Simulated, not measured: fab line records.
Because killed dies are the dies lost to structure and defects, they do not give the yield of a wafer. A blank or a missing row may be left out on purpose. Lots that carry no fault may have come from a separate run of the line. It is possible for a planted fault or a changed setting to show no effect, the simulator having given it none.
fab line records	flow gf180mcu	part 1 of 2: steps 1 to 27 of 36
record lots=5	wafers=15	lastDay=33
route steps=602 shown M1@326 V1@335
lots untouched by any fault: they come from a run of this same line in which no faults occurred
startH: start of the lot's first displayed wafer, in hours after the record's first day	waitH: hours from the lot's prior step to this one	" identical to the entry in the row above	L1.1+2: several wafers, shown together as one row	- value missing, or start not given	* or withheld: withheld	< > ~ a bound
route shown NAME@n: a module of which the file shows steps, and the number in the route of the first	usual: average and standard deviation across the fault-free wafers	same: alike in all rows	chamber/n: place in a boat	sites: each site's reading	_std_site: their standard deviation	_edge_site: inner sites' mean taken away from outer sites' mean	radiusMm: for every site, how far away it sits from the centre of the wafer	mask NAME#n: copy n	behind: tool/chamber where the wafer was last shaped	hold: the reason the lot was held/the length of the hold in hours/how it ended	device: the transistor (n, p or np) that didn't switch	end of line: tests run on the same wafers once the route is complete	for a step that has no rows: nothing shown but its recipe	killed: dies that structure and defects cost at the first sort, which is not the same as the wafer's yield	map: shows each die of a wafer: x if killed, . if not, _ if none is there
set.NAME: the run value of the setting; set.NAME@STEP: its run value at that earlier step	model.NAME: the simulator's own value behind a step, which no gauge read
lots at selected steps of the route; one table per step, one row per wafer
services: a tool's chamber out of use, with start hour (startH, from the record's first day; less than 0 if before it), hours out, and reason
## steps
# step GF_M1_EXPOSE_11
# recipe maskId=Metal1	targetCdNm=230	na=0.68	sourceShape=conventional	sigmaOuter=0.6	doseMj=28
lot.wafer	tool	chamber	startH	waitH	mask
L079.2+3+4	krfScanner-02	0	-	-	Metal1#0
L084.4+5+6	krfScanner-01	0	-	-	Metal1#0
L086.1+4+6	krfScanner-01	0	-	-	Metal1#0
L088.4+5+6	krfScanner-02	0	-	-	Metal1#0
L093.2+4+5	krfScanner-02	0	-	-	Metal1#0
# step GF_M1_PEB_12
# recipe pebTempC=135	pebTimeS=90	resist=KrF
# usual exhaustPa=44.9/0.99
lot.wafer	tool	chamber	startH	waitH	exhaustPa
L079.2	lithoTrack-02	0	-	-	45.2
L079.3	"	0	"	"	43.4
L079.4	"	0	"	"	44.1
L084.4	lithoTrack-02	0	-	-	44.9
L084.5	"	0	"	"	43.8
L084.6	"	0	"	"	43.9
L086.1	lithoTrack-02	0	-	-	44.7
L086.4	"	0	"	"	44.8
L086.6	"	0	"	"	45.5
L088.4	lithoTrack-02	0	-	-	46.1
L088.5	"	0	"	"	46.5
L088.6	"	0	"	"	45.7
L093.2	lithoTrack-02	0	-	-	45.9
L093.4	"	0	"	"	45.9
L093.5	"	0	"	"	43.7
# step GF_M1_DEVELOP_13
# recipe developTimeS=60	devTempC=21
# usual exhaustPa=45.0/0.82
lot.wafer	tool	chamber	startH	waitH	exhaustPa
L079.2	lithoTrack-02	0	439.44	0.2	46.0
L079.3	"	0	"	"	45.5
L079.4	"	0	"	"	46.3
L084.4	lithoTrack-02	0	484.39	0.1	45.3
L084.5	"	0	"	"	45.5
L084.6	"	0	"	"	44.1
L086.1	lithoTrack-02	0	505.11	0.2	46.1
L086.4	"	0	"	"	45.8
L086.6	"	0	"	"	44.8
L088.4	lithoTrack-02	0	516.79	0.1	44.9
L088.5	"	0	"	"	44.8
L088.6	"	0	"	"	43.6
L093.2	lithoTrack-02	0	559.04	0.2	44.6
L093.4	"	0	"	"	44.0
L093.5	"	0	"	"	44.6
# step GF_M1_CD_MEAS_14
# recipe targetCdNm=230
# usual cdNm=230.2/1.3
lot.wafer	tool	chamber	startH	waitH	cdNm
L079.2	cdSem-01	-	439.59	0.1	228.3
L079.3	"	-	"	"	228.0
L079.4	"	-	"	"	229.4
L084.4	cdSem-02	-	484.52	0.1	228.0
L084.5	"	-	"	"	228.9
L084.6	"	-	"	"	228.5
L086.1	cdSem-01	-	505.26	0.1	230.2
L086.4	"	-	"	"	229.6
L086.6	"	-	"	"	230.6
L088.4	cdSem-01	-	516.92	0.1	230.3
L088.5	"	-	"	"	230.1
L088.6	"	-	"	"	230.2
L093.2	cdSem-01	-	559.18	0.1	230.8
L093.4	"	-	"	"	230.0
L093.5	"	-	"	"	232.2
# step GF_M1_OVL_MEAS_15
# usual M1_OVL=1/6.5
lot.wafer	tool	chamber	startH	waitH	M1_OVL[nm]
L079.2	overlay-01	-	439.69	0.1	-1
L079.3	"	-	"	"	-5
L079.4	"	-	"	"	-7
L084.4	overlay-02	-	484.60	0.1	2
L084.5	"	-	"	"	7
L084.6	"	-	"	"	2
L086.1	overlay-02	-	505.38	0.1	11
L086.4	"	-	"	"	0
L086.6	"	-	"	"	3
L088.4	overlay-02	-	517.00	0.1	7
L088.5	"	-	"	"	16
L088.6	"	-	"	"	12
L093.2	overlay-02	-	559.29	0.1	-9
L093.4	"	-	"	"	-8
L093.5	"	-	"	"	-5
# step GF_M1_METAL_ETCH_16
# recipe chemistry=Cl2/BCl3	maskMaterial=KrF	targetDepthNm=627.5	stopOn=SiO2	pressureMtorr=8	icpW=800	biasW=140	Cl2_flow_sccm=80	bcl3FlowSccm=40	timeS=104.6
# usual drypumpMotorCurrentA=5.5/0.48	oesProductAu=0.976/0.0073	throttleValvePct=28.244/0.011
# same timeS=104.6
lot.wafer	tool	chamber	startH	waitH	drypumpMotorCurrentA	oesProductAu	rfHoursCounterH	throttleValvePct
L079.2	rieMetal-04	1	439.72	0.0	5.6	0.964	5	28.265
L079.3	"	1	"	"	5.6	0.983	-	28.241
L079.4	"	0	"	"	5.1	0.972	-	28.234
L084.4	rieMetal-02	0	484.66	0.0	5.3	0.965	-	28.259
L084.5	"	0	"	"	5.3	0.974	-	28.248
L084.6	"	1	"	"	6.4	0.987	-	28.236
L086.1	rieMetal-02	1	505.42	0.0	6.4	0.973	0	28.256
L086.4	"	1	"	"	6.4	0.973	-	28.249
L086.6	"	1	"	"	6.3	0.980	-	28.242
L088.4	rieMetal-04	1	517.13	0.1	5.6	0.974	-	28.248
L088.5	"	1	"	"	5.6	0.975	-	28.227
L088.6	"	1	"	"	5.6	0.969	-	28.246
L093.2	rieMetal-03	0	559.32	0.0	5.8	0.988	1	28.236
L093.4	"	1	"	"	4.7	0.984	-	28.237
L093.5	"	0	"	"	5.8	0.977	-	28.236
# step GF_M1_STRIP_17
# recipe chemistry=O2/N2	powerW=1400	pressureMtorr=1500	platenTempC=250	o2FlowSccm=3000	n2FlowSccm=300	overashFraction=0.5
# usual drypumpMotorCurrentA=5.7/0.57	heaterPowerW=336/23	oesProductAu=0.557/0.005	stripTimeToEndpointS=7.86/0.044
lot.wafer	tool	chamber	startH	waitH	drypumpMotorCurrentA	heaterPowerW	oesProductAu	rfHoursCounterH	stripTimeToEndpointS
L079.2	plasmaAsher-04	0	439.83	0.1	5.1	314	0.544	1	7.81
L079.3	"	0	"	"	5.1	314	0.550	-	7.82
L079.4	"	1	"	"	6.6	358	0.554	-	7.85
L084.4	plasmaAsher-01	0	484.77	0.1	5.2	324	0.554	-	7.90
L084.5	"	1	"	"	5.3	321	0.560	-	7.90
L084.6	"	0	"	"	5.2	321	0.561	-	7.91
L086.1	plasmaAsher-04	0	505.53	0.1	5.1	315	0.555	8	7.89
L086.4	"	1	"	"	6.6	350	0.560	-	7.89
L086.6	"	0	"	"	5.1	305	0.557	-	7.87
L088.4	plasmaAsher-02	1	517.28	0.1	5.9	340	0.550	-	7.87
L088.5	"	1	"	"	6.0	339	0.557	-	7.87
L088.6	"	0	"	"	6.2	372	0.563	-	7.89
L093.2	plasmaAsher-04	0	559.43	0.1	5.1	312	0.563	15	7.84
L093.4	"	0	"	"	5.2	312	0.553	-	7.83
L093.5	"	0	"	"	5.1	309	0.556	-	7.82
# step GF_M1_STRIP_18
# recipe chemistry=postEtchResidueRemover	timeS=1200	tempC=72.5
# usual tempC=72.48/0.12
# same timeS=1200
lot.wafer	tool	chamber	startH	waitH	tempC
L079.2	wetBench-04	1	439.93	0.1	72.44
L079.3	"	1	"	"	72.57
L079.4	"	1	"	"	72.33
L084.4	wetBench-03	0	484.83	0.0	72.18
L084.5	"	0	"	"	72.32
L084.6	"	0	"	"	72.34
L086.1	wetBench-01	2	505.63	0.1	72.65
L086.4	"	2	"	"	72.50
L086.6	"	2	"	"	72.54
L088.4	wetBench-04	0	517.34	0.0	72.39
L088.5	"	0	"	"	72.35
L088.6	"	0	"	"	72.30
L093.2	wetBench-04	2	559.53	0.1	72.52
L093.4	"	2	"	"	72.65
L093.5	"	2	"	"	72.52
# step GF_M1_CLEAN_19
# recipe chemistry=DIW	dry=n2Spin
lot.wafer	tool	chamber	startH	waitH
L079.2+3+4	wetBench-01	3	440.28	0.0
L084.4+5+6	wetBench-01	0	485.17	0.0
L086.1+4+6	wetBench-04	3	505.97	0.0
L088.4+5+6	wetBench-01	1	517.69	0.0
L093.2+4+5	wetBench-03	2	559.87	0.0
# step GF_V1_CVD_00
# recipe material=SiO2	targetThkNm=600	sigmaOpenFrac=0.3	tempC=400	timeS=100	sih4FlowSccm=60	pressureMtorr=6
# same timeS=100
lot.wafer	tool	chamber	startH	waitH
L079.2+3+4	hdpcvd-01	0,1,0	440.38	0.0
L084.4+5+6	hdpcvd-01	0,1,2	485.30	0.0
L086.1+4+6	hdpcvd-01	1,0,1	506.08	0.0
L088.4+5+6	hdpcvd-02	2,1,0	517.81	0.0
L093.2+4+5	hdpcvd-02	2,1,0	559.97	0.0
# step GF_V1_THK_MEAS_01
# recipe reads=SiO2_of_V1_CVD_00
# usual V1_CVD_00_THK=601/6.9
lot.wafer	tool	chamber	startH	waitH	V1_CVD_00_THK[nm]
L079.2	filmMetro-03	-	440.46	0.0	605
L079.3	"	-	"	"	605
L079.4	"	-	"	"	613
L084.4	filmMetro-01	-	485.37	0.0	604
L084.5	"	-	"	"	594
L084.6	"	-	"	"	598
L086.1	filmMetro-01	-	506.16	0.0	603
L086.4	"	-	"	"	612
L086.6	"	-	"	"	607
L088.4	filmMetro-02	-	517.88	0.0	598
L088.5	"	-	"	"	605
L088.6	"	-	"	"	608
L093.2	filmMetro-02	-	560.05	0.0	590
L093.4	"	-	"	"	590
L093.5	"	-	"	"	606
# step GF_V1_CVD_02
# recipe material=SiO2	targetThkNm=850	precursor=TEOS	tempC=400	timeS=94.851	rfW=600
# usual heaterPowerOuterW=389/64	heaterPowerW=672/83
# same timeS=94.851
lot.wafer	tool	chamber	startH	waitH	heaterPowerOuterW	heaterPowerW
L079.2	pecvd-03	1	440.51	0.0	460	790
L079.3	"	0	"	"	453	693
L079.4	"	1	"	"	490	828
L084.4	pecvd-02	2	485.43	0.1	366	612
L084.5	"	0	"	"	266	502
L084.6	"	1	"	"	457	715
L086.1	pecvd-04	1	506.22	0.1	416	717
L086.4	"	2	"	"	373	648
L086.6	"	0	"	"	315	553
L088.4	pecvd-02	2	517.94	0.1	395	689
L088.5	"	0	"	"	364	649
L088.6	"	1	"	"	380	626
L093.2	pecvd-04	1	560.10	0.0	406	690
L093.4	"	1	"	"	425	739
L093.5	"	2	"	"	473	772
# step GF_V1_THK_MEAS_03
# recipe reads=SiO2_of_V1_CVD_02
# usual V1_CVD_02_THK=853/16
lot.wafer	tool	chamber	startH	waitH	V1_CVD_02_THK[nm]
L079.2	filmMetro-01	-	440.59	0.0	854
L079.3	"	-	"	"	848
L079.4	"	-	"	"	869
L084.4	filmMetro-01	-	485.50	0.0	844
L084.5	"	-	"	"	876
L084.6	"	-	"	"	857
L086.1	filmMetro-02	-	506.29	0.0	834
L086.4	"	-	"	"	837
L086.6	"	-	"	"	846
L088.4	filmMetro-01	-	518.01	0.0	835
L088.5	"	-	"	"	874
L088.6	"	-	"	"	852
L093.2	filmMetro-01	-	560.18	0.0	840
L093.4	"	-	"	"	854
L093.5	"	-	"	"	832
# step GF_V1_CMP_04
# recipe material=SiO2	downForcePsi=4	platenRpm=60	padVelocityMS=0.94248
# usual motorCurrentA=12.3/1.2	timeToEndpointS=81/7.3
lot.wafer	tool	chamber	startH	waitH	motorCurrentA	timeToEndpointS
L079.2	cmp-01	3	440.64	0.0	10.0	83
L079.4	"	0	"	"	11.9	88
L079.3	"	1	"	"	13.3	89
L084.4	cmp-02	0	485.68	0.2	13.5	80
L084.5	"	1	"	"	13.0	87
L084.6	"	2	"	"	11.3	76
L086.4	cmp-01	2	506.45	0.1	10.9	71
L086.1	"	3	"	"	10.9	76
L086.6	"	0	"	"	12.2	76
L088.4	cmp-02	1	518.04	0.0	12.5	72
L088.5	"	1	"	"	13.7	87
L088.6	"	2	"	"	11.7	73
L093.4	cmp-01	0	560.35	0.1	12.0	85
L093.2	"	3	"	"	10.6	78
L093.5	"	1	"	"	14.0	80
# step GF_V1_BOW_MEAS_05
# recipe mode=bow
# usual V1_BOW=81/7
lot.wafer	tool	chamber	startH	waitH	V1_BOW[um]
L079.2	filmMetro-03	-	440.96	0.3	78
L079.3	"	-	"	"	72
L079.4	"	-	"	"	53
L084.4	filmMetro-02	-	485.89	0.2	91
L084.5	"	-	"	"	89
L084.6	"	-	"	"	82
L086.1	filmMetro-03	-	506.65	0.1	79
L086.4	"	-	"	"	78
L086.6	"	-	"	"	70
L088.4	filmMetro-03	-	518.40	0.3	79
L088.5	"	-	"	"	84
L088.6	"	-	"	"	87
L093.2	filmMetro-01	-	560.67	0.1	80
L093.4	"	-	"	"	79
L093.5	"	-	"	"	80
# step GF_V1_DEHYDRATE_06
# recipe tempC=200	timeS=60
# usual exhaustPa=45.0/0.98
# same timeS=60
lot.wafer	tool	chamber	startH	waitH	exhaustPa
L079.2	lithoTrack-03	0	453.32	12.3	46.1
L079.3	"	0	"	"	46.2
L079.4	"	0	"	"	46.1
L084.4	lithoTrack-02	0	496.99	11.1	45.3
L084.5	"	0	"	"	44.0
L084.6	"	0	"	"	43.8
L086.1	lithoTrack-04	0	518.07	11.4	44.4
L086.4	"	0	"	"	44.0
L086.6	"	0	"	"	45.5
L088.4	lithoTrack-02	0	529.39	11.0	45.5
L088.5	"	0	"	"	46.2
L088.6	"	0	"	"	46.2
L093.2	lithoTrack-03	0	570.92	10.2	44.5
L093.4	"	0	"	"	44.4
L093.5	"	0	"	"	44.7
# step GF_V1_HMDS_07
# recipe primeTimeS=60	primeTempC=120
# usual exhaustPa=45.0/0.86	primeTempC=120.00/0.11
lot.wafer	tool	chamber	startH	waitH	exhaustPa	primeTempC
L079.2	lithoTrack-03	0	453.47	0.1	46.7	120.19
L079.3	"	0	"	"	45.2	119.99
L079.4	"	0	"	"	46.0	119.91
L084.4	lithoTrack-02	0	497.14	0.1	43.4	120.16
L084.5	"	0	"	"	43.9	120.16
L084.6	"	0	"	"	43.2	120.00
L086.1	lithoTrack-04	0	518.22	0.1	45.9	120.15
L086.4	"	0	"	"	46.5	119.87
L086.6	"	0	"	"	46.2	120.02
L088.4	lithoTrack-02	0	529.54	0.1	45.2	119.95
L088.5	"	0	"	"	46.0	120.15
L088.6	"	0	"	"	45.4	119.96
L093.2	lithoTrack-03	0	571.07	0.1	45.8	120.04
L093.4	"	0	"	"	45.1	120.07
L093.5	"	0	"	"	46.0	119.98
# step GF_V1_COAT_08
# recipe resist=BARC	tempC=withheld	timeS=withheld	spinRpm=withheld	resistThkNm=withheld
# usual exhaustPa=45.1/0.89
lot.wafer	tool	chamber	startH	waitH	exhaustPa
L079.2	lithoTrack-03	0	453.62	0.1	44.5
L079.3	"	0	"	"	44.8
L079.4	"	0	"	"	46.9
L084.4	lithoTrack-02	0	497.29	0.1	45.5
L084.5	"	0	"	"	45.9
L084.6	"	0	"	"	45.4
L086.1	lithoTrack-04	0	518.37	0.1	44.5
L086.4	"	0	"	"	44.9
L086.6	"	0	"	"	44.5
L088.4	lithoTrack-02	0	529.69	0.1	45.9
L088.5	"	0	"	"	47.2
L088.6	"	0	"	"	45.1
L093.2	lithoTrack-03	0	571.22	0.1	45.2
L093.4	"	0	"	"	46.2
L093.5	"	0	"	"	44.8
# step GF_V1_COAT_09
# recipe resist=KrF	spinRpm=withheld	resistThkNm=1000
# usual exhaustPa=45.2/0.9
lot.wafer	tool	chamber	startH	waitH	exhaustPa
L079.2	lithoTrack-03	0	-	-	44.9
L079.3	"	0	"	"	44.1
L079.4	"	0	"	"	45.3
L084.4	lithoTrack-02	0	-	-	45.0
L084.5	"	0	"	"	46.3
L084.6	"	0	"	"	45.3
L086.1	lithoTrack-04	0	-	-	44.8
L086.4	"	0	"	"	46.4
L086.6	"	0	"	"	45.0
L088.4	lithoTrack-02	0	-	-	45.0
L088.5	"	0	"	"	44.4
L088.6	"	0	"	"	45.2
L093.2	lithoTrack-03	0	-	-	46.7
L093.4	"	0	"	"	45.4
L093.5	"	0	"	"	47.4
# step GF_V1_SOFTBAKE_10
# recipe tempC=130	timeS=60	resist=KrF
# usual exhaustPa=45.2/1
# same timeS=60
lot.wafer	tool	chamber	startH	waitH	exhaustPa
L079.2	lithoTrack-03	0	-	-	44.6
L079.3	"	0	"	"	45.1
L079.4	"	0	"	"	44.3
L084.4	lithoTrack-02	0	-	-	46.9
L084.5	"	0	"	"	44.1
L084.6	"	0	"	"	45.8
L086.1	lithoTrack-04	0	-	-	45.8
L086.4	"	0	"	"	45.4
L086.6	"	0	"	"	44.7
L088.4	lithoTrack-02	0	-	-	47.2
L088.5	"	0	"	"	45.9
L088.6	"	0	"	"	46.1
L093.2	lithoTrack-03	0	-	-	45.0
L093.4	"	0	"	"	43.6
L093.5	"	0	"	"	45.2
# step GF_V1_EXPOSE_11
# recipe maskId=Via1	targetCdNm=260	na=0.68	sourceShape=conventional	sigmaOuter=0.6	doseMj=38
lot.wafer	tool	chamber	startH	waitH	mask
L079.2+3+4	krfScanner-02	0	-	-	Via1#0
L084.4+5+6	krfScanner-02	0	-	-	Via1#0
L086.1+4+6	krfScanner-01	0	-	-	Via1#0
L088.4+5+6	krfScanner-01	0	-	-	Via1#0
L093.2+4+5	krfScanner-02	0	-	-	Via1#0
# step GF_V1_PEB_12
# recipe pebTempC=135	pebTimeS=90	resist=KrF
# usual exhaustPa=44.9/0.85
lot.wafer	tool	chamber	startH	waitH	exhaustPa
L079.2	lithoTrack-02	0	-	-	45.2
L079.3	"	0	"	"	43.8
L079.4	"	0	"	"	47.0
L084.4	lithoTrack-02	0	-	-	45.1
L084.5	"	0	"	"	45.7
L084.6	"	0	"	"	44.7
L086.1	lithoTrack-02	0	-	-	43.3
L086.4	"	0	"	"	44.6
L086.6	"	0	"	"	44.3
L088.4	lithoTrack-04	0	-	-	45.0
L088.5	"	0	"	"	44.4
L088.6	"	0	"	"	47.6
L093.2	lithoTrack-03	0	-	-	44.1
L093.4	"	0	"	"	46.7
L093.5	"	0	"	"	46.0
# step GF_V1_DEVELOP_13
# recipe developTimeS=60	resist=KrF	devTempC=21
# usual exhaustPa=45.1/0.95
lot.wafer	tool	chamber	startH	waitH	exhaustPa
L079.2	lithoTrack-02	0	465.09	0.2	44.9
L079.3	"	0	"	"	44.4
L079.4	"	0	"	"	44.1
L084.4	lithoTrack-02	0	509.64	0.1	46.0
L084.5	"	0	"	"	45.4
L084.6	"	0	"	"	45.9
L086.1	lithoTrack-02	0	530.26	0.2	46.5
L086.4	"	0	"	"	44.2
L086.6	"	0	"	"	45.5
L088.4	lithoTrack-04	0	541.44	0.1	46.0
L088.5	"	0	"	"	44.8
L088.6	"	0	"	"	44.9
L093.2	lithoTrack-03	0	582.77	0.2	45.2
L093.4	"	0	"	"	46.0
L093.5	"	0	"	"	44.6
# step GF_V1_CD_MEAS_14
# recipe targetCdNm=260
# usual cdNm=259.9/1.3
lot.wafer	tool	chamber	startH	waitH	cdNm
L079.2	cdSem-02	-	465.24	0.1	259.9
L079.3	"	-	"	"	260.4
L079.4	"	-	"	"	260.1
L084.4	cdSem-02	-	509.77	0.1	260.7
L084.5	"	-	"	"	260.9
L084.6	"	-	"	"	260.5
L086.1	cdSem-02	-	530.41	0.1	257.6
L086.4	"	-	"	"	258.9
L086.6	"	-	"	"	258.7
L088.4	cdSem-02	-	541.58	0.1	260.2
L088.5	"	-	"	"	260.5
L088.6	"	-	"	"	260.6
L093.2	cdSem-02	-	582.92	0.1	260.8
L093.4	"	-	"	"	260.0
L093.5	"	-	"	"	261.2
# step GF_V1_OVL_MEAS_15
# usual V1_OVL=0/5.1
lot.wafer	tool	chamber	startH	waitH	V1_OVL[nm]
L079.2	overlay-01	-	465.34	0.1	-8
L079.3	"	-	"	"	-4
L079.4	"	-	"	"	-12
L084.4	overlay-02	-	509.85	0.1	5
L084.5	"	-	"	"	-3
L084.6	"	-	"	"	4
L086.1	overlay-02	-	530.53	0.1	-3
L086.4	"	-	"	"	-9
L086.6	"	-	"	"	-7
L088.4	overlay-01	-	541.65	0.1	-6
L088.5	"	-	"	"	-9
L088.6	"	-	"	"	-8
L093.2	overlay-02	-	583.02	0.1	2
L093.4	"	-	"	"	-1
L093.5	"	-	"	"	-9
# step GF_V1_ETCH_16
# recipe chemistry=N2/H2	targetDepthA=withheld	overetchA=withheld	timeS=withheld	target=BARC	ionEnergyEv=200	sourceW=500	biasW=100	pressureMtorr=30	n2FlowSccm=100	h2FlowSccm=200
# usual drypumpMotorCurrentA=5.7/0.36	oesProductAu=0.854/0.0046	throttleValvePct=13.225/0.0088
lot.wafer	tool	chamber	startH	waitH	drypumpMotorCurrentA	oesProductAu	throttleValvePct
L079.2	rieDiel-04	3	465.37	0.0	5.6	0.856	13.233
L079.3	"	1	"	"	5.3	0.855	13.218
L079.4	"	2	"	"	5.8	0.855	13.221
L084.4	rieDiel-03	0	509.87	0.0	5.9	0.862	13.205
L084.5	"	0	"	"	5.8	0.847	13.228
L084.6	"	3	"	"	5.7	0.854	13.238
L086.1	rieDiel-03	1	530.57	0.0	6.5	0.853	13.224
L086.4	"	2	"	"	5.5	0.856	13.231
L086.6	"	1	"	"	6.5	0.853	13.211
L088.4	rieDiel-04	0	541.67	0.0	5.5	0.853	13.225
L088.5	"	1	"	"	5.3	0.854	13.237
L088.6	"	2	"	"	5.8	0.855	13.237
L093.2	rieDiel-04	0	583.05	0.0	5.5	0.869	13.212
L093.4	"	0	"	"	5.5	0.858	13.233
L093.5	"	1	"	"	5.2	0.860	13.221
# step GF_V1_ETCH_17
# recipe chemistry=C4F8/O2/Ar	maskMaterial=KrF	target=SiO2	stopOn=TiN	sourceW=1500	biasW=1200	pressureMtorr=40	c4f8FlowSccm=withheld	O2_flow_sccm=6	Ar_flow_sccm=300	timeS=withheld	targetDepthA=6300
# usual oesProductAu=0.856/0.0044
lot.wafer	tool	chamber	startH	waitH	oesProductAu
L079.2	rieDiel-04	3	-	-	0.852
L079.3	"	1	"	"	0.864
L079.4	"	2	"	"	0.861
L084.4	rieDiel-03	0	-	-	0.853
L084.5	"	0	"	"	0.849
L084.6	"	3	"	"	0.856
L086.1	rieDiel-03	1	-	-	0.861
L086.4	"	2	"	"	0.858
L086.6	"	1	"	"	0.856
L088.4	rieDiel-04	0	-	-	0.860
L088.5	"	1	"	"	0.853
L088.6	"	2	"	"	0.857
L093.2	rieDiel-04	0	-	-	0.855
L093.4	"	0	"	"	0.854
L093.5	"	1	"	"	0.855
